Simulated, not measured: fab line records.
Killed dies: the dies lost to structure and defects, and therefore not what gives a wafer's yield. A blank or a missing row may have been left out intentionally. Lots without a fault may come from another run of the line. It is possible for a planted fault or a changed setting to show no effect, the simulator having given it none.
The same fault as seen by 2 desks	flow sky130	what lay behind the numbers comes last; until then each desk has only its own

## THE METROLOGY DESK
What the gauges read for every lot (on any tool): the sampled wafers with a number, averaged. If a lot's mean is further than 4 standard deviations from the usual mean, the lot is out of limits and carries the mark OUT (the distance appears in the brackets).
Columns: A = CAP2M_OVL at SKY_CAP2M_OVL_MEAS_12, usual -0.4 nm; B = PASSIVATION_CVD_00_THK at SKY_PASSIVATION_THK_MEAS_01, usual 90.5 nm
lot	first seen here	A	B
L591	day 41 01:24	-0.3	90.3
L592	day 41 05:18	-0.6	90.3
L593	day 41 12:35	0.5	89.6
L595	day 42 04:11	0.0	89.8
L596	day 42 09:33	-0.6	91.9
L597	day 42 23:59	-0.4	92.1
L598	day 43 05:30	0.7	90.4
L602	day 44 18:05	2.2	89.6
L604	day 45 09:24	-2.9	90.0
L607	day 45 23:32	2.2	89.6
L608	day 46 00:47	-2.8	89.9
L609	day 46 07:11	-0.2	88.1
L612	day 46 21:48	-0.5	90.8
Result from this desk: across the 13 lots, nothing is out of limits.

## TOOL OWNER'S DESK, pvd-sputter-04
The tool's own readings at SKY_METAL1_SPUTTER_01 (material TiN, target thk 20 nm, time 16.7 s): means of the sampled wafers that have a number, for each lot that ran on this tool. If a lot's mean is further than 4 standard deviations from the usual mean, the lot is out of limits and carries the mark OUT (the distance appears in the brackets).
Columns: A = throttle-valve-pct at SKY_METAL1_SPUTTER_01, usual 29.4 %
lot	first seen here	A
L591	day 31 20:06	29.9
L595	day 33 01:49	29.8
L596	day 33 10:16	29.3
L598	day 34 09:23	30.6
L602	day 36 03:47	29.5
L604	day 37 00:30	29.4
Result from this desk: across the 6 lots, nothing is out of limits.

## BROUGHT TOGETHER
At the metrology desk, nothing out of limits was observed.
The tool owner's desk saw nothing out of limits.

## WHAT THE SIMULATOR HAD PUT IN
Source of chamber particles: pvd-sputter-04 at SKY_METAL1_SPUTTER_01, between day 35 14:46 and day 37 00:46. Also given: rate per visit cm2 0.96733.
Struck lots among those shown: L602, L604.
